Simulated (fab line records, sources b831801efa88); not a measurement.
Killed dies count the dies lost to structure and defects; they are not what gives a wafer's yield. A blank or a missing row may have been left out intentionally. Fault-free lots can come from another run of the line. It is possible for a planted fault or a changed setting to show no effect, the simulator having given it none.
Which tool did it? -- flow gf180mcu -- 6 lots, 18 wafers sampled, at 2 steps of a route of 602

== WHAT THE GAUGES READ, wafer by wafer ==
GF_CONTACT_THK_MEAS_01.
lot,measured,on,CONTACT_CVD_00_THK (nm)
L290,day 16 16:10,filmMetro-04,302.4 300.9 295.9
L295,day 18 06:57,filmMetro-02,303.5 296.3 300.5
L297,day 19 01:07,filmMetro-01,300.1 301.3 299.3
L302,day 21 00:44,filmMetro-02,300.6 301.4 302.5
L304,day 21 20:43,filmMetro-02,301.6 303.4 299.8
L306,day 22 10:43,filmMetro-01,297.9 300.5 295.5

== WHAT TOOL EACH LOT RAN ON (gives the tool, then ch and the chambers of the sampled wafers, and finally the start) ==
lot,GF_SALICIDE_SPUTTER_02
L290,"pvdSputter-04, day 16 15:36"
L295,"pvdSputter-01, day 18 06:19"
L297,"pvdSputter-04, day 19 00:31"
L302,"pvdSputter-03, day 21 00:08"
L304,"pvdSputter-03, day 21 20:07"
L306,"pvdSputter-03, day 22 10:02"
- GF_SALICIDE_SPUTTER_02: material Co, target thk 10 nm, time 20 s.

== THE ANSWER, worked out from the rows above alone ==
Rule: usual is defined by the lots themselves. The widest of any qualifying gaps counts: lots, ordered by their means at a reading, are off when they make up no more than a third of the lots, leave a main group of 4 or more, and stand apart from it by 3 or more times the standard deviation of that group's means. A main group whose means are all the same, to the digits that the tables above print for the reading, isn't used. Also off: a lot with no number at a reading for which 4 or more lots have one. All remaining lots with rows at the step are treated as sound.
No lot is off on any of the readings shown, so nothing can be concluded from this.

== WHAT THE SIMULATOR HAD INSERTED ==
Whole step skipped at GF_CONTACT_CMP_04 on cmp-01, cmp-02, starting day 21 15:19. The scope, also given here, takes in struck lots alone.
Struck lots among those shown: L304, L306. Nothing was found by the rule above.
